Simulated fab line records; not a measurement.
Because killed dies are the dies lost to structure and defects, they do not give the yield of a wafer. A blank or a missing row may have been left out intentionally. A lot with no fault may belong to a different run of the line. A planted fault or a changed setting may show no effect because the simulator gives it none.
Code-filled problem report in 8D (eight disciplines) form + flow gf180mcu + the parts of the form that need people (team, actions taken, sign-off) are left out

1. PROBLEM STATEMENT
Mean SAB_CVD_00_THK at GF_SAB_THK_MEAS_01: 68.5 nm over 2 wafers in 2 lots; fault-free wafers: 50.1 nm, standard deviation 0.63. Measured from the usual mean, that is +29 standard deviations.
First seen on wafer L617.5, day 17 10:58, on film metro-02. Wafers with a number at this step in the record: 42, from 14 lots. By rule, "out" or "out of limits" means more than 4 standard deviations away from the usual mean. The other wafers with a number count as sound.

2. WHAT THIS IS AND IS NOT
| question                    | is                           | is not                                                                                                               |
|-----------------------------|------------------------------|----------------------------------------------------------------------------------------------------------------------|
| which readings at this step | SAB_CVD_00_THK               | -                                                                                                                    |
| which lots                  | L617, L618                   | L608, L609, L610, L611, L622, L625, L626, L627, L628, L629, L630, L631                                               |
| which wafers of those lots  | L617.5, L618.5               | L617.1, L617.6, L618.1, L618.4                                                                                       |
| read on which gauges        | film metro-02, film metro-04 | film metro-01                                                                                                        |
| when                        | from day 17 10:58            | up to then (14 sound wafers); but 26 sound wafers of L618, L622, L625, L626, L627, L628, L629, L630, L631 came after |

3. WHAT RULES OUT EACH SUSPECT
Counting: a tool at a process step up to the reading stays a suspect if it ran every lot that is out. Sound lots after the first of them don't rule it out here, since some wafers of a struck lot are sound.
- the gauge at GF_SAB_THK_MEAS_01: ruled out. 2 gauges (film metro-02, film metro-04) read the wafers that are out.
- pecvd-02 at GF_SAB_CVD_00 (deposits SiO2 from TEOS, target thk 50 nm, time 4.9302 s): kept. It ran every lot that is out, first L617 (day 17 10:56).
Remaining after the count: pecvd-02 at GF_SAB_CVD_00.

4. THE CAUSE (what the simulator had put in)
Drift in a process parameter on pecvd-02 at GF_SAB_CVD_00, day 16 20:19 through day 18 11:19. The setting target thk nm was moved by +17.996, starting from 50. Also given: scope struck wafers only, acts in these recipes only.
This tool alone remained once counting was done.

5. THE CHAIN OF EFFECTS, in route order
Rows list readings where the struck wafers' mean (over those with a number) sits beyond 3 standard deviations from the usual. Only readings whose record carries a usual standard deviation are examined. hours: median over the lots of the time between each lot's start at the first step of this table that gives one and its start at this step. sigmas: the change, counted in usual standard deviations.
| hours | step               | reading        | usual   | on struck wafers | change | sigmas |
|-------|--------------------|----------------|---------|------------------|--------|--------|
| 0     | GF_SAB_THK_MEAS_01 | SAB_CVD_00_THK | 50.1 nm | 68.5             | +18.4  | +29    |
At these later measuring or inspecting steps, every struck wafer for which the step has a row has a number for every such reading, and none has moved that far: GF_CONTACT_CD_MEAS_14.

6. WHAT WOULD HAVE CAUGHT IT SOONER
In this record the first reading out of limits at a measuring or inspecting step was taken at day 17 10:58, 15 hours after the fault began at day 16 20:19.
Tool readings at GF_SAB_CVD_00 with a usual standard deviation given in the record: none out on any struck wafer, hence no alarm at a limit of 4 standard deviations on them.
L618, from the lots that are out (2), started GF_SAB_CVD_00 on pecvd-02 later than day 17 10:58. Had the tool been put on hold then, it would have been spared.
